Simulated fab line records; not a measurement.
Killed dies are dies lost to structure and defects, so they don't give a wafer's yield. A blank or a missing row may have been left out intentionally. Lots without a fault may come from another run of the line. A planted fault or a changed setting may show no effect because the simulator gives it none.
Matching of chambers | flow sky130 | SKY_VIA1_CMP_02 on cmp-02: 4 sister chambers
The step polishes SiO2. 4 wafers are shown with their chamber, then 8 later ones without.

== WAFERS WITH THEIR CHAMBER ==
wafer  | chamber | motor current A (A)
L494.1 | 1       | 12.2
L495.1 | 2       | 10.1
L495.3 | 0       | 9.7
L497.1 | 3       | 13.7

== WAFERS WHOSE CHAMBER IS MISSING ==
wafer  | motor current A (A)
L497.2 | 12.0
L497.6 | 10.2
L498.2 | 10.4
L498.5 | 10.2
L498.6 | 12.6
L507.3 | 9.8
L507.5 | 14.1
L507.6 | 10.5

== THE CHAMBER EACH PASSED THROUGH ==
wafer  | from the rows above     | in truth
L497.2 | 1                       | 1
L497.6 | can't be placed: 2 or 0 | 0
L498.2 | can't be placed: 2 or 0 | 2
L498.5 | can't be placed: 2 or 0 | 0
L498.6 | 1                       | 1
L507.3 | can't be placed: 0 or 2 | 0
L507.5 | 3                       | 3
L507.6 | can't be placed: 2 or 0 | 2
Correctly placed: 3 of 8. From these rows, 5 cannot be placed; in 5 the true chamber is one of the candidates. Placed wrongly: 0.
How it was worked out, from the rows above alone: a wafer's distance from a chamber is the root of the sum, over the readings, of the square of ((its reading less the chamber's mean) divided by the reading's scatter). If the next closest chamber is less than 2 further off than the closest, the wafer can't be placed; otherwise it belongs to the closest. For every chamber, the mean is computed from those of its wafers that are shown. The scatter (one wafer shown for each chamber): square how far every hidden wafer sits from the nearest shown wafer, average those squares and take the square root.
